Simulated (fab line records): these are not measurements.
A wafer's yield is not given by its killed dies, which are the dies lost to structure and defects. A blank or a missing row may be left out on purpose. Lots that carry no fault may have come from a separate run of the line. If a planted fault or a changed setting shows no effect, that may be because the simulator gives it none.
The tool behind it: which one? || flow sky130 || 12 lots, 36 wafers sampled, at 7 steps of a route of 708

== WHAT THE GAUGES READ, wafer by wafer ==
SKY_VT_ADJUST_HVTP_CD_MEAS_07 targets a cd of 380 nm. Usual: cd nm reads 379.7 nm (standard deviation 2).
{"lot": "L704", "measured": "day 6 06:57", "on": "cd sem-01", "cd nm (nm)": "379.7 382.1 378.4", "flag": ""}
{"lot": "L703", "measured": "day 6 07:15", "on": "cd sem-01", "cd nm (nm)": "380.4 378.3 380.2", "flag": ""}
{"lot": "L705", "measured": "day 6 10:26", "on": "cd sem-01", "cd nm (nm)": "377.1 375.6 379.0", "flag": ""}
{"lot": "L707", "measured": "day 6 21:28", "on": "cd sem-01", "cd nm (nm)": "378.1 380.0 379.6", "flag": ""}
{"lot": "L710", "measured": "day 7 23:40", "on": "cd sem-01", "cd nm (nm)": "- - -", "flag": "OFF"}
{"lot": "L720", "measured": "day 10 14:39", "on": "cd sem-01", "cd nm (nm)": "377.7 377.1 380.4", "flag": ""}
{"lot": "L721", "measured": "day 10 22:10", "on": "cd sem-02", "cd nm (nm)": "380.9 380.4 378.5", "flag": ""}
{"lot": "L722", "measured": "day 11 07:15", "on": "cd sem-02", "cd nm (nm)": "378.3 377.8 377.4", "flag": ""}
{"lot": "L723", "measured": "day 11 11:01", "on": "cd sem-01", "cd nm (nm)": "379.7 377.9 379.5", "flag": ""}
{"lot": "L724", "measured": "day 11 12:34", "on": "cd sem-02", "cd nm (nm)": "380.1 380.7 378.1", "flag": ""}
{"lot": "L725", "measured": "day 11 20:37", "on": "cd sem-01", "cd nm (nm)": "377.6 376.8 375.9", "flag": ""}
{"lot": "L726", "measured": "day 12 16:33", "on": "cd sem-01", "cd nm (nm)": "380.0 379.5 378.3", "flag": ""}

SKY_VT_ADJUST_HVTP_TW_MEAS_11. Usual: VT_ADJUST_HVTP_TW gives 1358 (standard deviation 6.5).
{"lot": "L704", "measured": "day 6 07:21", "on": "film metro-01", "VT_ADJUST_HVTP_TW": "1358 1352 1345", "flag": ""}
{"lot": "L703", "measured": "day 6 07:40", "on": "film metro-02", "VT_ADJUST_HVTP_TW": "1358 1355 1363", "flag": ""}
{"lot": "L705", "measured": "day 6 10:52", "on": "film metro-02", "VT_ADJUST_HVTP_TW": "1362 1358 1365", "flag": ""}
{"lot": "L707", "measured": "day 6 21:52", "on": "film metro-01", "VT_ADJUST_HVTP_TW": "1362 1352 1349", "flag": ""}
{"lot": "L710", "measured": "day 8 00:04", "on": "film metro-01", "VT_ADJUST_HVTP_TW": "30 30 30", "flag": "OFF"}
{"lot": "L720", "measured": "day 10 15:28", "on": "film metro-04", "VT_ADJUST_HVTP_TW": "1363 1361 1357", "flag": ""}
{"lot": "L721", "measured": "day 10 22:34", "on": "film metro-04", "VT_ADJUST_HVTP_TW": "1367 1362 1363", "flag": ""}
{"lot": "L722", "measured": "day 11 07:39", "on": "film metro-01", "VT_ADJUST_HVTP_TW": "1354 1358 1349", "flag": ""}
{"lot": "L723", "measured": "day 11 11:25", "on": "film metro-02", "VT_ADJUST_HVTP_TW": "1369 1360 1365", "flag": ""}
{"lot": "L724", "measured": "day 11 12:58", "on": "film metro-04", "VT_ADJUST_HVTP_TW": "1354 1357 1349", "flag": ""}
{"lot": "L725", "measured": "day 11 21:01", "on": "film metro-04", "VT_ADJUST_HVTP_TW": "1355 1357 1356", "flag": ""}
{"lot": "L726", "measured": "day 12 16:57", "on": "film metro-01", "VT_ADJUST_HVTP_TW": "1360 1368 1362", "flag": ""}

SKY_VT_ADJUST_LVTN_TW_MEAS_10. Usual: VT_ADJUST_LVTN_TW gives 242.5 (standard deviation 1.5).
{"lot": "L704", "measured": "day 7 00:53", "on": "film metro-03", "VT_ADJUST_LVTN_TW": "244.9 242.5 243.8", "flag": ""}
{"lot": "L703", "measured": "day 7 01:02", "on": "film metro-03", "VT_ADJUST_LVTN_TW": "243.0 244.9 243.4", "flag": ""}
{"lot": "L705", "measured": "day 7 06:11", "on": "film metro-03", "VT_ADJUST_LVTN_TW": "243.1 242.1 243.5", "flag": ""}
{"lot": "L707", "measured": "day 7 18:18", "on": "film metro-03", "VT_ADJUST_LVTN_TW": "244.5 244.4 243.0", "flag": ""}
{"lot": "L710", "measured": "day 8 20:50", "on": "film metro-04", "VT_ADJUST_LVTN_TW": "1350.3 1356.0 1352.8", "flag": "OFF"}
{"lot": "L720", "measured": "day 11 14:45", "on": "film metro-04", "VT_ADJUST_LVTN_TW": "242.7 241.0 243.6", "flag": ""}
{"lot": "L721", "measured": "day 11 22:24", "on": "film metro-01", "VT_ADJUST_LVTN_TW": "240.9 240.9 241.0", "flag": ""}
{"lot": "L722", "measured": "day 12 07:41", "on": "film metro-03", "VT_ADJUST_LVTN_TW": "244.7 245.4 245.0", "flag": ""}
{"lot": "L723", "measured": "day 12 12:14", "on": "film metro-04", "VT_ADJUST_LVTN_TW": "242.3 241.5 242.2", "flag": ""}
{"lot": "L724", "measured": "day 12 13:14", "on": "film metro-04", "VT_ADJUST_LVTN_TW": "241.4 242.1 242.9", "flag": ""}
{"lot": "L725", "measured": "day 12 21:35", "on": "film metro-01", "VT_ADJUST_LVTN_TW": "242.3 242.7 242.7", "flag": ""}
{"lot": "L726", "measured": "day 13 18:27", "on": "film metro-01", "VT_ADJUST_LVTN_TW": "243.3 244.7 243.8", "flag": ""}

SKY_CONTACT_THK_MEAS_26: measures by xrf. Usual: CONTACT_W_THK gives 341 nm (standard deviation 4.7).
{"lot": "L704", "measured": "day 31 16:55", "on": "film metro-03", "CONTACT_W_THK (nm)": "344 337 336", "flag": ""}
{"lot": "L703", "measured": "day 31 13:25", "on": "film metro-02", "CONTACT_W_THK (nm)": "340 346 344", "flag": ""}
{"lot": "L705", "measured": "day 31 22:16", "on": "film metro-02", "CONTACT_W_THK (nm)": "342 343 338", "flag": ""}
{"lot": "L707", "measured": "day 32 16:41", "on": "film metro-03", "CONTACT_W_THK (nm)": "345 339 343", "flag": ""}
{"lot": "L710", "measured": "day 34 01:46", "on": "film metro-02", "CONTACT_W_THK (nm)": "353 341 344", "flag": ""}
{"lot": "L720", "measured": "day 37 08:59", "on": "film metro-03", "CONTACT_W_THK (nm)": "342 348 336", "flag": ""}
{"lot": "L721", "measured": "day 37 12:29", "on": "film metro-03", "CONTACT_W_THK (nm)": "340 338 340", "flag": ""}
{"lot": "L722", "measured": "day 37 22:22", "on": "film metro-02", "CONTACT_W_THK (nm)": "346 346 343", "flag": ""}
{"lot": "L723", "measured": "day 38 08:22", "on": "film metro-02", "CONTACT_W_THK (nm)": "340 336 342", "flag": ""}
{"lot": "L724", "measured": "day 38 02:56", "on": "film metro-02", "CONTACT_W_THK (nm)": "342 338 338", "flag": ""}
{"lot": "L725", "measured": "day 38 11:16", "on": "film metro-01", "CONTACT_W_THK (nm)": "341 339 339", "flag": ""}
{"lot": "L726", "measured": "day 39 07:15", "on": "film metro-01", "CONTACT_W_THK (nm)": "341 339 339", "flag": ""}

SKY_VIA2_BOW_MEAS_03. Usual: VIA2_BOW gives 87 um (standard deviation 8).
{"lot": "L704", "measured": "day 35 07:20", "on": "film metro-03", "VIA2_BOW (um)": "89 87 85", "flag": ""}
{"lot": "L703", "measured": "day 35 04:26", "on": "film metro-01", "VIA2_BOW (um)": "93 92 101", "flag": ""}
{"lot": "L705", "measured": "day 35 12:33", "on": "film metro-02", "VIA2_BOW (um)": "70 90 94", "flag": ""}
{"lot": "L707", "measured": "day 36 06:47", "on": "film metro-01", "VIA2_BOW (um)": "93 88 98", "flag": ""}
{"lot": "L710", "measured": "day 37 13:53", "on": "film metro-02", "VIA2_BOW (um)": "90 81 83", "flag": ""}
{"lot": "L720", "measured": "day 40 17:23", "on": "film metro-02", "VIA2_BOW (um)": "93 95 85", "flag": ""}
{"lot": "L721", "measured": "day 40 20:08", "on": "film metro-02", "VIA2_BOW (um)": "93 82 86", "flag": ""}
{"lot": "L722", "measured": "day 41 05:19", "on": "film metro-03", "VIA2_BOW (um)": "91 91 99", "flag": ""}
{"lot": "L723", "measured": "day 41 14:57", "on": "film metro-01", "VIA2_BOW (um)": "94 97 108", "flag": ""}
{"lot": "L724", "measured": "day 41 09:08", "on": "film metro-01", "VIA2_BOW (um)": "88 79 81", "flag": ""}
{"lot": "L725", "measured": "day 41 18:45", "on": "film metro-01", "VIA2_BOW (um)": "92 94 78", "flag": ""}
{"lot": "L726", "measured": "day 42 12:17", "on": "film metro-03", "VIA2_BOW (um)": "88 84 77", "flag": ""}

== WHAT TOOL EACH LOT RAN ON (gives the tool, then ch and the chambers of the sampled wafers, and finally the start) ==
{"lot": "L704", "SKY_NWELL_RTA_28": "rtp anneal-01 ch 0, day 5 12:36", "SKY_VT_ADJUST_HVTP_EXPOSE_04": "iline stepper-02 ch 0, day 5 21:20"}
{"lot": "L703", "SKY_NWELL_RTA_28": "rtp anneal-02 ch 0, day 5 12:39", "SKY_VT_ADJUST_HVTP_EXPOSE_04": "iline stepper-01 ch 0, day 5 21:58"}
{"lot": "L705", "SKY_NWELL_RTA_28": "rtp anneal-01 ch 0, day 5 16:21", "SKY_VT_ADJUST_HVTP_EXPOSE_04": "iline stepper-01 ch 0, day 6 01:49"}
{"lot": "L707", "SKY_NWELL_RTA_28": "rtp anneal-02 ch 0, day 6 03:32", "SKY_VT_ADJUST_HVTP_EXPOSE_04": "iline stepper-01 ch 0, day 6 12:37"}
{"lot": "L710", "SKY_NWELL_RTA_28": "rtp anneal-01 ch 0, day 7 03:19", "SKY_VT_ADJUST_HVTP_EXPOSE_04": "iline stepper-01 ch 0, day 7 14:00"}
{"lot": "L720", "SKY_NWELL_RTA_28": "rtp anneal-01 ch 0, day 9 16:59", "SKY_VT_ADJUST_HVTP_EXPOSE_04": "iline stepper-02 ch 0, day 10 03:56"}
{"lot": "L721", "SKY_NWELL_RTA_28": "rtp anneal-02 ch 0, day 9 23:39", "SKY_VT_ADJUST_HVTP_EXPOSE_04": "iline stepper-02 ch 0, day 10 11:10"}
{"lot": "L722", "SKY_NWELL_RTA_28": "rtp anneal-01 ch 0, day 10 08:04", "SKY_VT_ADJUST_HVTP_EXPOSE_04": "iline stepper-02 ch 0, day 10 19:49"}
{"lot": "L723", "SKY_NWELL_RTA_28": "rtp anneal-02 ch 0, day 10 11:11", "SKY_VT_ADJUST_HVTP_EXPOSE_04": "iline stepper-01 ch 0, day 10 22:52"}
{"lot": "L724", "SKY_NWELL_RTA_28": "rtp anneal-01 ch 0, day 10 12:58", "SKY_VT_ADJUST_HVTP_EXPOSE_04": "iline stepper-02 ch 0, day 11 01:10"}
{"lot": "L725", "SKY_NWELL_RTA_28": "rtp anneal-01 ch 0, day 10 20:18", "SKY_VT_ADJUST_HVTP_EXPOSE_04": "iline stepper-01 ch 0, day 11 08:55"}
{"lot": "L726", "SKY_NWELL_RTA_28": "rtp anneal-02 ch 0, day 11 16:06", "SKY_VT_ADJUST_HVTP_EXPOSE_04": "iline stepper-01 ch 0, day 12 04:51"}
- SKY_NWELL_RTA_28: time 30 s.
- SKY_VT_ADJUST_HVTP_EXPOSE_04: exposes mask HVTPM, target cd 380 nm.

== WHAT THE TOOLS THEMSELVES READ (means of the sampled wafers that have a number; where no wafer has one, the mark that the record gives instead) ==
SKY_NWELL_RTA_28. Usual: lamp power pct 25.30 %, standard deviation 0.055; wafer_temp_C_max 1054.9, standard deviation 0.92.
{"lot": "L704", "tool": "rtp anneal-01", "lamp power pct (%)": 25.32, "wafer_temp_C_max": 1054.9, "flag": ""}
{"lot": "L703", "tool": "rtp anneal-02", "lamp power pct (%)": 25.31, "wafer_temp_C_max": 1054.8, "flag": ""}
{"lot": "L705", "tool": "rtp anneal-01", "lamp power pct (%)": 25.35, "wafer_temp_C_max": 1054.8, "flag": ""}
{"lot": "L707", "tool": "rtp anneal-02", "lamp power pct (%)": 25.28, "wafer_temp_C_max": 1055.5, "flag": ""}
{"lot": "L710", "tool": "rtp anneal-01", "lamp power pct (%)": 25.31, "wafer_temp_C_max": 1055.3, "flag": ""}
{"lot": "L720", "tool": "rtp anneal-01", "lamp power pct (%)": 25.26, "wafer_temp_C_max": 1054.1, "flag": ""}
{"lot": "L721", "tool": "rtp anneal-02", "lamp power pct (%)": 25.28, "wafer_temp_C_max": 1056.0, "flag": ""}
{"lot": "L722", "tool": "rtp anneal-01", "lamp power pct (%)": 25.29, "wafer_temp_C_max": 1054.2, "flag": ""}
{"lot": "L723", "tool": "rtp anneal-02", "lamp power pct (%)": 25.32, "wafer_temp_C_max": 1053.9, "flag": ""}
{"lot": "L724", "tool": "rtp anneal-01", "lamp power pct (%)": 25.27, "wafer_temp_C_max": 1054.8, "flag": ""}
{"lot": "L725", "tool": "rtp anneal-01", "lamp power pct (%)": 25.32, "wafer_temp_C_max": 1054.8, "flag": ""}
{"lot": "L726", "tool": "rtp anneal-02", "lamp power pct (%)": 25.30, "wafer_temp_C_max": 1054.6, "flag": ""}

== THE ANSWER, worked out from the rows above alone ==
Rule: a lot is off if the mean of its wafers that have a number lies more than 3 standard deviations from the usual mean. A lot without any number at a reading at which 4 lots or more have one is off too. Any other lot the step has rows for is counted as sound. Order of review: gauges by route order, followed by the tools' own readings, for which a lot's mean as printed above is used. At the first step where some lot is off, the reading lying furthest off is the one used; lots without a number count as furthest.
Off: L710 (SKY_VT_ADJUST_HVTP_CD_MEAS_07, cd nm). Without a number there: L710.
A tool fits if, at a process step before that reading, it ran every lot that is off, and no sound lot after the first of them. The gauges at SKY_VT_ADJUST_HVTP_CD_MEAS_07 aren't tried: what is off there is off at SKY_VT_ADJUST_HVTP_TW_MEAS_11 too, on other tools, and a gauge's error can't cause that. No candidate that was tried fits.

== WHAT THE SIMULATOR PUT IN ==
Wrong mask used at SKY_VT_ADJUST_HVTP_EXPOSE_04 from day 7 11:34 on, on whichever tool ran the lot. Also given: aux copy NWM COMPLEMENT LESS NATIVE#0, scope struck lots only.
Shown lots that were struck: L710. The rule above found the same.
